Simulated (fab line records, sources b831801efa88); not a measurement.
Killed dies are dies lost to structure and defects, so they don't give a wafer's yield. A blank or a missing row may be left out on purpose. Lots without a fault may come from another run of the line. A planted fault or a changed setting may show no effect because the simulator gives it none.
Tool commonality check | flow gf180mcu | 13 lots, 39 wafers sampled

WHY IT WAS OPENED
At GF_V5_THK_MEAS_01 the reading V5_CVD_00_THK is flagged on 4 of 13 lots. Wafers without a fault read 301 nm, standard deviation 3.4.
Rule: a lot is flagged when every wafer of it that has a number lies more than 4 standard deviations from that mean, or none has a number. The other lots count as sound.

lot  | measured     | on            | V5_CVD_00_THK (nm), wafer by wafer | flag
L124 | day 26 05:16 | film_metro-04 | 302 301 297                        |
L125 | day 26 11:05 | film_metro-04 | 298 299 298                        |
L128 | day 27 18:58 | film_metro-01 | 303 302 308                        |
L129 | day 28 00:30 | film_metro-04 | 302 303 302                        |
L131 | day 29 04:29 | film_metro-04 | 308 310 309                        |
L133 | day 29 08:05 | film_metro-01 | 240 238 242                        | FLAGGED
L134 | day 29 14:00 | film_metro-01 | 240 239 240                        | FLAGGED
L135 | day 29 17:31 | film_metro-01 | 241 246 246                        | FLAGGED
L136 | day 30 03:32 | film_metro-04 | 300 302 305                        |
L137 | day 30 08:26 | film_metro-02 | 243 245 247                        | FLAGGED
L143 | day 32 00:55 | film_metro-04 | 300 302 305                        |
L145 | day 32 13:37 | film_metro-01 | 303 306 303                        |
L147 | day 33 01:29 | film_metro-04 | 305 302 297                        |
The numbers of the flagged lots are 242 nm on average: -59 nm against the usual, or -17 standard deviations.

WHICH TOOL RAN EACH LOT
The record holds 3 process steps before the reading, out of a route of 602 steps. In each cell: the tool, then ch and the chambers that the sampled wafers went through, then the start.
lot  | flag    | GF_MIM_SPUTTER_02            | GF_M5_ETCH_09                      | GF_V5_CVD_00
L124 |         | pvd_sputter-04, day 24 09:00 | rie_diel-01 ch 0,1,3, day 26 04:29 | hdpcvd-01 ch 0,1, day 26 05:13
L125 |         | pvd_sputter-01, day 24 15:36 | rie_diel-04 ch 0,3, day 26 10:20   | hdpcvd-02 ch 1,2, day 26 11:02
L128 |         | pvd_sputter-02, day 26 00:44 | rie_diel-02 ch 1,2, day 27 18:11   | hdpcvd-01 ch 0,2, day 27 18:55
L129 |         | pvd_sputter-01, day 26 06:56 | rie_diel-04 ch 0,2, day 27 23:44   | hdpcvd-01 ch 1,2, day 28 00:28
L131 |         | pvd_sputter-02, day 27 12:41 | rie_diel-04 ch 0,2, day 29 03:44   | hdpcvd-02 ch 0,1,2, day 29 04:26
L133 | FLAGGED | pvd_sputter-01, day 27 15:33 | rie_diel-01 ch 1,3, day 29 07:19   | hdpcvd-02 ch 1,2, day 29 08:02
L134 | FLAGGED | pvd_sputter-02, day 27 23:10 | rie_diel-02 ch 0,1,3, day 29 13:14 | hdpcvd-02 ch 0,1, day 29 13:58
L135 | FLAGGED | pvd_sputter-04, day 28 02:29 | rie_diel-02 ch 0,1, day 29 16:38   | hdpcvd-02 ch 0,2, day 29 17:28
L136 |         | pvd_sputter-01, day 28 12:08 | rie_diel-01 ch 0,1,3, day 30 02:47 | hdpcvd-01 ch 1,2, day 30 03:29
L137 | FLAGGED | pvd_sputter-02, day 28 16:37 | rie_diel-04 ch 0,3, day 30 07:38   | hdpcvd-02 ch 0,1, day 30 08:22
L143 |         | pvd_sputter-01, day 30 11:58 | rie_diel-02 ch 1,2,3, day 32 00:08 | hdpcvd-01 ch 0,1, day 32 00:51
L145 |         | pvd_sputter-04, day 31 01:16 | rie_diel-04 ch 0,3, day 32 12:50   | hdpcvd-01 ch 0,2, day 32 13:33
L147 |         | pvd_sputter-04, day 31 14:58 | rie_diel-02 ch 0,2,3, day 33 00:43 | hdpcvd-01 ch 0,1, day 33 01:26
What these steps do:
- GF_MIM_SPUTTER_02: material AlCu, target thk 450 nm, time 23.9 s.
- GF_M5_ETCH_09: etches Si3N4 in CF4/O2, target depth 52 nm, time 11.6 s.
- GF_V5_CVD_00: deposits SiO2, target thk 300 nm, time 50 s.
- GF_V5_THK_MEAS_01

FLAGGED OVER TOTAL, TOOL BY TOOL (the gauges that took the reading come last)
step              | tool           | lots run | flagged | share of the flagged lots | sound lots run after its first flagged lot
GF_MIM_SPUTTER_02 | pvd_sputter-01 | 5        | 1       | some                      | 2 (L136,L143)
GF_MIM_SPUTTER_02 | pvd_sputter-02 | 4        | 2       | some                      | 0
GF_MIM_SPUTTER_02 | pvd_sputter-04 | 4        | 1       | some                      | 2 (L145,L147)
GF_M5_ETCH_09     | rie_diel-01    | 3        | 1       | some                      | 1 (L136)
GF_M5_ETCH_09     | rie_diel-02    | 5        | 2       | some                      | 2 (L143,L147)
GF_M5_ETCH_09     | rie_diel-04    | 5        | 1       | some                      | 1 (L145)
GF_V5_CVD_00      | hdpcvd-01      | 7        | 0       | none                      | -
GF_V5_CVD_00      | hdpcvd-02      | 6        | 4       | all                       | 0
GF_V5_THK_MEAS_01 | film_metro-01  | 5        | 3       | some                      | 1 (L145)
GF_V5_THK_MEAS_01 | film_metro-02  | 1        | 1       | some                      | 0
GF_V5_THK_MEAS_01 | film_metro-04  | 7        | 0       | none                      | -

WHAT THE TABLE ALLOWS
1 row of the table ran every flagged lot: hdpcvd-02 at GF_V5_CVD_00.
- hdpcvd-02 at GF_V5_CVD_00: 4 of its 6 lots flagged. Its last sound lot is L131 (day 29 04:26), its first flagged lot L133 (day 29 08:02): a fault that began between those two fits. Its own readings lie more than 4 standard deviations out on every wafer of the flagged lots: sih4_flow_sccm.
One tool is left: hdpcvd-02 at GF_V5_CVD_00.

WHAT THE SIMULATOR HAD PUT IN
Process parameter drift: hdpcvd-02, from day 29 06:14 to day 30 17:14, at GF_V5_CVD_00. Setting sih4_flow_sccm, moved by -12, from 60. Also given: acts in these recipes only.
Lots struck among those shown: L133, L134, L135, L137. The rule above found the same.
